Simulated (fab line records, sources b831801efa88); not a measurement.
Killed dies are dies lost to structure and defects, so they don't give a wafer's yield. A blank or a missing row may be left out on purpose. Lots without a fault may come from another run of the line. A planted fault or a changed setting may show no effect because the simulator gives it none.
Which tool did it? | flow sfq_line | 15 lots, 45 wafers sampled, at 3 steps of a route of 325

WHAT THE GAUGES READ, wafer by wafer
SFQ_JJ_OVL_MEAS_931.
lot  | measured     | on         | J5_OVL (nm)
L605 | day 43 02:55 | overlay-02 | 0 0 -8
L606 | day 43 13:50 | overlay-02 | 8 2 5
L607 | day 43 22:14 | overlay-02 | -3 3 -1
L608 | day 44 09:01 | overlay-02 | -2 -9 3
L609 | day 45 11:16 | overlay-01 | -9 -5 1
L610 | day 45 18:28 | overlay-01 | -4 0 4
L611 | day 46 07:40 | overlay-01 | -12 -8 -9
L612 | day 46 16:04 | overlay-01 | -3 1 2
L613 | day 47 00:25 | overlay-02 | -7 -2 -4
L614 | day 47 10:46 | overlay-01 | -3 -1 0
L615 | day 47 17:59 | overlay-01 | -1 8 8
L616 | day 47 20:22 | overlay-01 | 2 3 4
L617 | day 47 22:46 | overlay-01 | 2 3 -5
L618 | day 48 04:46 | overlay-02 | 1 2 2
L619 | day 48 09:34 | overlay-02 | -12 -13 -13

WHICH TOOL RAN EACH LOT (tool, then ch and the chambers of the sampled wafers, then the start)
lot  | SFQ_TRILAYER_I4_CMP_CMP_100   | SFQ_TRILAYER_JJ_CE_LITHO_EXPOSE_115
L605 | cmp-01 ch 1,3, day 36 13:29   | krf_scanner-01 ch 0, day 43 01:25
L606 | cmp-01 ch 0,3, day 36 22:29   | krf_scanner-01 ch 0, day 43 12:31
L607 | cmp-01 ch 0,1,2, day 37 11:29 | krf_scanner-01 ch 0, day 43 20:55
L608 | cmp-01 ch 1,2,3, day 37 22:29 | krf_scanner-01 ch 0, day 44 07:31
L609 | cmp-02 ch 0,3, day 38 22:00   | krf_scanner-01 ch 0, day 45 10:10
L610 | cmp-02 ch 0,1,3, day 39 09:14 | krf_scanner-01 ch 0, day 45 16:58
L611 | cmp-02 ch 0,3, day 39 21:59   | krf_scanner-01 ch 0, day 46 06:10
L612 | cmp-02 ch 2,3, day 40 11:02   | krf_scanner-01 ch 0, day 46 14:58
L613 | cmp-01 ch 1,2,3, day 40 17:53 | krf_scanner-01 ch 0, day 46 23:07
L614 | cmp-02 ch 1,2, day 41 02:28   | krf_scanner-01 ch 0, day 47 09:16
L615 | cmp-01 ch 0,2,3, day 41 12:53 | krf_scanner-01 ch 0, day 47 16:52
L616 | cmp-01 ch 0,2, day 41 14:53   | krf_scanner-01 ch 0, day 47 18:52
L617 | cmp-02 ch 1,3, day 41 20:58   | krf_scanner-01 ch 0, day 47 21:28
L618 | cmp-01 ch 2,3, day 41 23:53   | krf_scanner-01 ch 0, day 48 03:28
L619 | cmp-02 ch 1,2,3, day 42 05:28 | krf_scanner-01 ch 0, day 48 08:04
- SFQ_TRILAYER_I4_CMP_CMP_100: polishes SiO2.
- SFQ_TRILAYER_JJ_CE_LITHO_EXPOSE_115: exposes mask J5, target cd 700 nm.

WHAT THE TOOLS THEMSELVES READ (means of the sampled wafers that have a number; where no wafer has one, the mark that the record gives instead)
SFQ_TRILAYER_I4_CMP_CMP_100.
lot  | tool   | motor_current_A (A) | time_to_endpoint_s (s)
L605 | cmp-01 | 12.1                | 212
L606 | cmp-01 | 11.0                | 216
L607 | cmp-01 | 11.2                | 212
L608 | cmp-01 | 11.2                | 200
L609 | cmp-02 | 10.1                | 219
L610 | cmp-02 | 10.1                | 207
L611 | cmp-02 | 10.5                | 203
L612 | cmp-02 | 9.8                 | 218
L613 | cmp-01 | 11.3                | 215
L614 | cmp-02 | 9.6                 | 213
L615 | cmp-01 | 10.7                | 216
L616 | cmp-01 | 10.6                | 218
L617 | cmp-02 | 10.5                | 214
L618 | cmp-01 | 11.2                | 211
L619 | cmp-02 | 9.9                 | 206

THE ANSWER, worked out from the rows above alone
Rule: what is usual is taken from the lots themselves. Put in order of their means at a reading, lots are off if they are a third of the lots or fewer, leave a main group of 4 or more, and stand apart from it by a gap of 3 or more times the standard deviation of the main group's means; of several such gaps the widest counts. A main group whose means are all the same, to the digits that the tables above print for the reading, isn't used. A lot without any number at a reading at which 4 lots or more have one is off too. The other lots that the step has rows for count as sound. The gauges are gone through in route order, then the tools' own readings, and for those a lot's mean is taken as printed above. The first step at which some lot is off is used, and at that step the reading that is off furthest; a lot without a number counts as furthest.
No lot is off at any reading shown: from this, nothing can be told.

WHAT THE SIMULATOR HAD PUT IN
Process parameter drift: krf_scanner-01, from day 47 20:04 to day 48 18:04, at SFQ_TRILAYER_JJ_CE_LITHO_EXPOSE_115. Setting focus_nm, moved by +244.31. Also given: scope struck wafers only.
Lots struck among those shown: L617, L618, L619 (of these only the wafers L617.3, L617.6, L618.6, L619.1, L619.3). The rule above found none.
